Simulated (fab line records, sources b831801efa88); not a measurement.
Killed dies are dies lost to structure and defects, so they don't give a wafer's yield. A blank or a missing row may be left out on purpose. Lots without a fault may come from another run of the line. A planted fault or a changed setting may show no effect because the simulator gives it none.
Chamber matching | flow sky130 | SKY_VIA3_ETCH_14 on rie_diel-02: 4 sister chambers
The step etches BARC in N2/H2, stops on SiO2, time 45.9 s, target depth 60 nm. 16 wafers are shown with their chamber, then 8 later ones without.

WAFERS WITH THEIR CHAMBER
wafer  | chamber | throttle_valve_pct (%) | oes_product_au (a.u.)
L079.3 | 2       | 13.231                 | 0.855
L079.4 | 3       | 13.222                 | 0.854
L079.5 | 1       | 13.221                 | 0.852
L082.3 | 3       | 13.217                 | 0.856
L082.4 | 0       | 13.223                 | 0.846
L082.6 | 0       | 13.227                 | 0.862
L084.1 | 2       | 13.208                 | 0.852
L084.3 | 3       | 13.225                 | 0.853
L084.6 | 2       | 13.229                 | 0.845
L085.1 | 3       | 13.222                 | 0.855
L085.5 | 3       | 13.219                 | 0.858
L085.6 | 2       | 13.230                 | 0.852
L087.1 | 2       | 13.219                 | 0.857
L087.3 | 0       | 13.219                 | 0.854
L087.6 | 3       | 13.214                 | 0.848
L090.2 | 2       | 13.237                 | 0.847

SIGNATURES (means of the wafers above)
reading            | chamber 0 | chamber 1 | chamber 2 | chamber 3 | scatter within a chamber
throttle_valve_pct | 13.22300  | 13.22100  | 13.22567  | 13.21983  | 0.00738
oes_product_au     | 0.85400   | 0.85200   | 0.85133   | 0.85400   | 0.00493
Rule: a wafer's distance from a chamber is the root of the sum, over the readings, of the square of ((its reading less the chamber's mean) divided by the reading's scatter). The wafer belongs to the nearest chamber; if the next one is less than 2 further off, it can't be placed. The scatter: the root of (the sum of the squares of (reading less its chamber's mean) over the shown wafers, divided by (wafers less chambers)).

WAFERS WITHOUT THEIR CHAMBER
wafer  | throttle_valve_pct (%) | oes_product_au (a.u.)
L090.3 | 13.219                 | 0.855
L090.5 | 13.233                 | 0.855
L092.1 | 13.224                 | 0.855
L092.3 | 13.245                 | 0.862
L092.5 | 13.225                 | 0.852
L096.3 | 13.225                 | 0.854
L096.4 | 13.230                 | 0.846
L096.5 | 13.241                 | 0.846

WHICH CHAMBER EACH WENT THROUGH
wafer  | from the rows above               | in truth
L090.3 | can't be placed: 3 or 0 or 1 or 2 | 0
L090.5 | can't be placed: 2 or 0 or 1 or 3 | 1
L092.1 | can't be placed: 0 or 3 or 1 or 2 | 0
L092.3 | can't be placed: 0 or 2 or 3 or 1 | 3
L092.5 | can't be placed: 2 or 0 or 1 or 3 | 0
L096.3 | can't be placed: 0 or 2 or 1 or 3 | 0
L096.4 | can't be placed: 2 or 1 or 0 or 3 | 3
L096.5 | can't be placed: 2 or 0 or 1 or 3 | 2
Placed correctly: 0 of 8. Can't be placed from these rows: 8 (the true chamber is among the candidates in 8). Placed wrongly: 0.
